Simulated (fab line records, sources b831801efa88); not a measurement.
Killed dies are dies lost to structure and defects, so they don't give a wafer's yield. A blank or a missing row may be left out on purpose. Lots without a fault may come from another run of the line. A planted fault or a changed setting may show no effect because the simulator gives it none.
Which tool did it? | flow sky130 | 13 lots, 39 wafers sampled, at 2 steps of a route of 708

WHAT THE GAUGES READ, wafer by wafer
SKY_NWELL_OVL_MEAS_23. Usual: NWELL_01_OVL 0.8 nm, standard deviation 1.4.
lot  | measured     | on         | NWELL_01_OVL (nm) | flag
L930 | day 5 05:56  | overlay-01 | 3.0 0.7 3.1       |
L931 | day 5 19:23  | overlay-01 | 0.9 2.0 1.8       |
L932 | day 6 00:26  | overlay-02 | 0.2 0.5 1.2       |
L933 | day 6 05:17  | overlay-01 | 2.0 2.4 2.4       |
L934 | day 6 05:35  | overlay-01 | -1.5 -1.7 0.4     |
L935 | day 6 08:29  | overlay-01 | 1.4 0.3 2.7       |
L938 | day 7 06:59  | overlay-01 | 3.0 1.3 1.9       |
L942 | day 8 10:12  | overlay-02 | 3.5 3.0 3.4       |
L944 | day 8 18:20  | overlay-01 | 0.9 0.4 0.3       |
L947 | day 9 15:53  | overlay-01 | 1.0 0.0 1.9       |
L948 | day 9 19:59  | overlay-01 | -1.7 0.4 0.6      |
L951 | day 10 13:59 | overlay-02 | 0.6 -0.7 -2.0     |
L953 | day 11 07:52 | overlay-01 | -1.7 -1.7 0.3     |

WHICH TOOL RAN EACH LOT (tool, then ch and the chambers of the sampled wafers, then the start)
lot  | SKY_NWELL_EXPOSE_20
L930 | iline_stepper-02 ch 0, day 4 21:14
L931 | iline_stepper-01 ch 0, day 5 10:19
L932 | iline_stepper-01 ch 0, day 5 15:53
L933 | iline_stepper-01 ch 0, day 5 21:19
L934 | iline_stepper-02 ch 0, day 5 21:45
L935 | iline_stepper-01 ch 0, day 6 00:54
L938 | iline_stepper-02 ch 0, day 6 21:41
L942 | iline_stepper-02 ch 0, day 7 23:36
L944 | iline_stepper-02 ch 0, day 8 08:44
L947 | iline_stepper-01 ch 0, day 9 05:57
L948 | iline_stepper-02 ch 0, day 9 09:44
L951 | iline_stepper-02 ch 0, day 10 03:23
L953 | iline_stepper-02 ch 0, day 10 20:20
- SKY_NWELL_EXPOSE_20: exposes mask NWM COMPLEMENT, target cd 840 nm.

WHAT THE TOOLS THEMSELVES READ (means of the sampled wafers that have a number; where no wafer has one, the mark that the record gives instead)
The record holds no such reading with a usual standard deviation.

THE ANSWER, worked out from the rows above alone
Rule: a lot is off if the mean of its wafers that have a number lies more than 3 standard deviations from the usual mean. A lot without any number at a reading at which 4 lots or more have one is off too. The other lots that the step has rows for count as sound. The gauges are gone through in route order, then the tools' own readings, and for those a lot's mean is taken as printed above. The first step at which some lot is off is used, and at that step the reading that is off furthest; a lot without a number counts as furthest.
No lot is off at any reading shown: from this, nothing can be told.

WHAT THE SIMULATOR HAD PUT IN
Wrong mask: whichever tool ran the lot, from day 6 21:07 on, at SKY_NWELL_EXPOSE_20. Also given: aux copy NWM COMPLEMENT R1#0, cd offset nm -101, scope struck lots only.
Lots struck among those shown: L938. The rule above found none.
